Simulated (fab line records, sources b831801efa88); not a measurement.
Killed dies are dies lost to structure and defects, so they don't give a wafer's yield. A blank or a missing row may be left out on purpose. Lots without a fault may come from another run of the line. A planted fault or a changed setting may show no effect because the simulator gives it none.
A struck lot beside a sound one | flow sfq_line | 41 steps out of a route of 325
Sound: wafers L824.1, L824.2, L824.5. Struck: wafer L834.2. (L834.1, L834.5 of the same lot were not struck and are left out.) The cause comes at the end.
At each step with rows: each side's tool, then ch and its chambers, then its first start. Under that, the readings that differ: sound wafers | struck wafers | difference of the means | sigmas: that difference in standard deviations of wafers without a fault.
alike: readings whose means differ by less than 2 such deviations, and words and numbers that are the same on both sides. not compared: withheld readings, readings that some wafer has no value for, bounds like >300 that may hide the same value, and numbers for which the record gives no deviation and whose values overlap.
The two part at a step that has a row with sigmas, a row that says differs or no value, or rows on one side only. Numbers that don't overlap but have no deviation are shown without sigmas and don't part them. A reading that every wafer of one side lacks parts them only if that side has two wafers or more.

first, 6 steps without rows for these wafers: SFQ_TRILAYER_L0_VIA_LITHO_COAT_018 (resist thk 62 nm); SFQ_TRILAYER_L0_VIA_LITHO_COAT_013 (resist thk 650 nm); SFQ_TRILAYER_L0_VIA_LITHO_SOFTBAKE_017; SFQ_TRILAYER_L0_VIA_LITHO_EXPOSE_014 (exposes mask L0V, target cd 700 nm); SFQ_TRILAYER_L0_VIA_LITHO_PEB_016 (peb time 60 s); SFQ_TRILAYER_L0_VIA_LITHO_DEVELOP_015 (time 60 s).
SFQ_L0V_OVL_MEAS_903:
  sound on overlay-01, day 8 08:32; struck on overlay-01, day 10 21:49
  alike: L0V_OVL
then, 1 step without rows for these wafers: SFQ_TRILAYER_L0_VIA_BARC_OPEN_VIA_ETCH_021 (etches BARC in O2, target depth 125 nm, time 41.7 s).
SFQ_TRILAYER_L0_VIA_ETCH_VIA_ETCH_016: etches SiO2 in CHF3, stops on MoNx KI, target depth 80 nm.
  sound on rie_diel-02 ch 0,3, day 8 08:37; struck on rie_diel-02 ch 2, day 10 21:53
  alike: drypump_motor_current_A, oes_product_au
then, 3 steps without rows for these wafers: SFQ_TRILAYER_L0_VIA_STRIP_STRIP_017 (strips in O2); SFQ_TRILAYER_L0_VIA_STRIP_SOLV_CLEAN_018 (cleans in NMP, time 600 s); SFQ_TRILAYER_M0_DEP_PRE_CLEAN_020 (time 15 s).
SFQ_TRILAYER_M0_DEP_SPUTTER_019: material Nb, target thk 200 nm, time 133.3 s.
  sound on pvd_sputter-04, day 8 09:28; struck on pvd_sputter-04, day 10 22:44
  reading                                             | sound                      | struck   | difference | sigmas
  base_pressure_pa (Pa)                               | 1.33e-06 1.26e-06 1.42e-06 | 1.61e-06 | +2.73e-07  | +2
  model.Nb_of_TRILAYER_M0_DEP_SPUTTER_019.thk_nm (nm) | 199 198.5 199.1            | 160.1    | -38.8      |
  alike: throttle_valve_pct
SFQ_M0_RS_MEAS_904: measures by four-point-probe.
  sound on film_metro-02, day 8 09:33; struck on film_metro-02, day 10 23:07
  reading           | sound             | struck | difference | sigmas
  M0_NB_RS (ohm/sq) | 0.894 0.896 0.893 | 1.115  | +0.221     | +22
  not compared: hold
then, 5 steps without rows for these wafers: SFQ_TRILAYER_M0_LITHO_COAT_021 (resist thk 600 nm); SFQ_TRILAYER_M0_LITHO_SOFTBAKE_025; SFQ_TRILAYER_M0_LITHO_EXPOSE_022 (exposes mask M0, target cd 500 nm); SFQ_TRILAYER_M0_LITHO_PEB_024 (peb time 60 s); SFQ_TRILAYER_M0_LITHO_DEVELOP_023 (time 60 s).
-- the record jumps here: 5 days lie between the struck wafers' starts before and after --
SFQ_M0_OVL_MEAS_906:
  sound on overlay-01, day 12 05:08; struck on overlay-01, day 15 22:47
  alike: M0_OVL
then, 1 step without rows for these wafers: SFQ_TRILAYER_M0_BARC_OPEN_METAL_ETCH_031 (etches BARC in O2, target depth 125 nm, time 41.7 s).
SFQ_TRILAYER_M0_ETCH_METAL_ETCH_024: etches Nb in Cl2/Ar, stops on SiO2, target depth 240 nm, time 120 s.
  sound on rie_metal-02 ch 0,1, day 12 05:14; struck on rie_metal-02 ch 0, day 15 22:53
  reading               | sound             | struck | difference | sigmas
  oes_product_au (a.u.) | 0.893 0.885 0.888 | 0.795  | -0.094     | -14
  alike: drypump_motor_current_A
  not compared: rf_hours_counter_h
SFQ_TRILAYER_M0_STRIP_STRIP_025: strips in O2.
  sound on rie_metal-02 ch 0,1, day 12 05:22; struck on rie_metal-02 ch 0, day 15 23:01
  alike: drypump_motor_current_A, oes_product_au
  not compared: rf_hours_counter_h
then, 1 step without rows for these wafers: SFQ_TRILAYER_M0_STRIP_SOLV_CLEAN_026 (cleans in NMP, time 600 s).
SFQ_TRILAYER_I0_DEP_PECVD_027: deposits SiO2 from SiH4/N2O, time 111.11 s, target thk 500 nm.
  sound on pecvd-03 ch 0,1, day 12 06:08; struck on pecvd-02 ch 1, day 15 23:47
  alike: chamber_pressure_Torr, heater_power_w, susceptor_temp_C, throttle_valve_pct
then, 1 step without rows for these wafers: SFQ_TRILAYER_I0_CMP_CMP_028 (polishes SiO2).
SFQ_I0_BOW_MEAS_907:
  sound on film_metro-04, day 12 09:13; struck on film_metro-04, day 16 05:31
  alike: I0_BOW
then, 7 steps without rows for these wafers: SFQ_TRILAYER_I0_METRO_MEASURE_029; SFQ_TRILAYER_I0_VIA_LITHO_COAT_036 (resist thk 62 nm); SFQ_TRILAYER_I0_VIA_LITHO_COAT_031 (resist thk 650 nm); SFQ_TRILAYER_I0_VIA_LITHO_SOFTBAKE_035; SFQ_TRILAYER_I0_VIA_LITHO_EXPOSE_032 (exposes mask I0, target cd 500 nm); SFQ_TRILAYER_I0_VIA_LITHO_PEB_034 (peb time 60 s); SFQ_TRILAYER_I0_VIA_LITHO_DEVELOP_033 (time 60 s).
-- the record jumps here: 5 days lie between the struck wafers' starts before and after --
SFQ_I0_OVL_MEAS_908:
  sound on overlay-01, day 17 14:11; struck on overlay-02, day 21 01:28
  alike: I0_OVL
SFQ_TRILAYER_I0_VIA_BARC_OPEN_VIA_ETCH_046: etches BARC in O2, target depth 125 nm, time 41.7 s.
  sound on rie_diel-04 ch 0,1, day 17 14:13; struck on rie_diel-02 ch 2, day 21 01:31
  alike: drypump_motor_current_A, oes_product_au
  not compared: rf_hours_counter_h
then, 1 step without rows for these wafers: SFQ_TRILAYER_I0_VIA_ETCH_VIA_ETCH_034 (etches SiO2 in CHF3, stops on Nb, target depth 260 nm).
SFQ_TRILAYER_I0_VIA_STRIP_STRIP_035: strips in O2.
  sound on rie_metal-02 ch 0,1, day 17 14:22; struck on rie_metal-02 ch 0, day 21 01:40
  alike: drypump_motor_current_A, oes_product_au
  not compared: rf_hours_counter_h
then, 2 steps without rows for these wafers: SFQ_TRILAYER_I0_VIA_STRIP_SOLV_CLEAN_036 (cleans in NMP, time 600 s); SFQ_TRILAYER_M1_DEP_PRE_CLEAN_038 (time 22.5 s).
-- the record jumps here: 61 days lie between the struck wafers' starts before and after --
SFQ_M8_BOW_MEAS_951:
  sound on film_metro-04, day 80 13:42; struck on film_metro-02, day 82 01:41
  reading                 | sound                | struck | difference | sigmas
  model.etest.m0.ohm_um   | 1.785 1.795 1.784    | 2.225  | +0.437     |
  model.etest.i0.link_ohm | 1.985 1.955 1.974    | 2.206  | +0.235     |
  model.etest.m0.ohm_sq   | 0.8947 0.8968 0.8942 | 1.112  | +0.217     |
  alike: M8_BOW

WHERE THEY PART
First at SFQ_TRILAYER_M0_DEP_SPUTTER_019; last, within this record, at SFQ_TRILAYER_M0_ETCH_METAL_ETCH_024. Later steps at which nothing parts them and some readings are alike: SFQ_TRILAYER_M0_STRIP_STRIP_025, SFQ_TRILAYER_I0_DEP_PECVD_027, SFQ_I0_BOW_MEAS_907, SFQ_I0_OVL_MEAS_908, SFQ_TRILAYER_I0_VIA_BARC_OPEN_VIA_ETCH_046, SFQ_TRILAYER_I0_VIA_STRIP_STRIP_035, SFQ_M8_BOW_MEAS_951.

WHY: what the simulator had put in
Process parameter drift: pvd_sputter-04, from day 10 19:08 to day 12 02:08, at SFQ_TRILAYER_M0_DEP_SPUTTER_019. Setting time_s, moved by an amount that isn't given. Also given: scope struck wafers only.
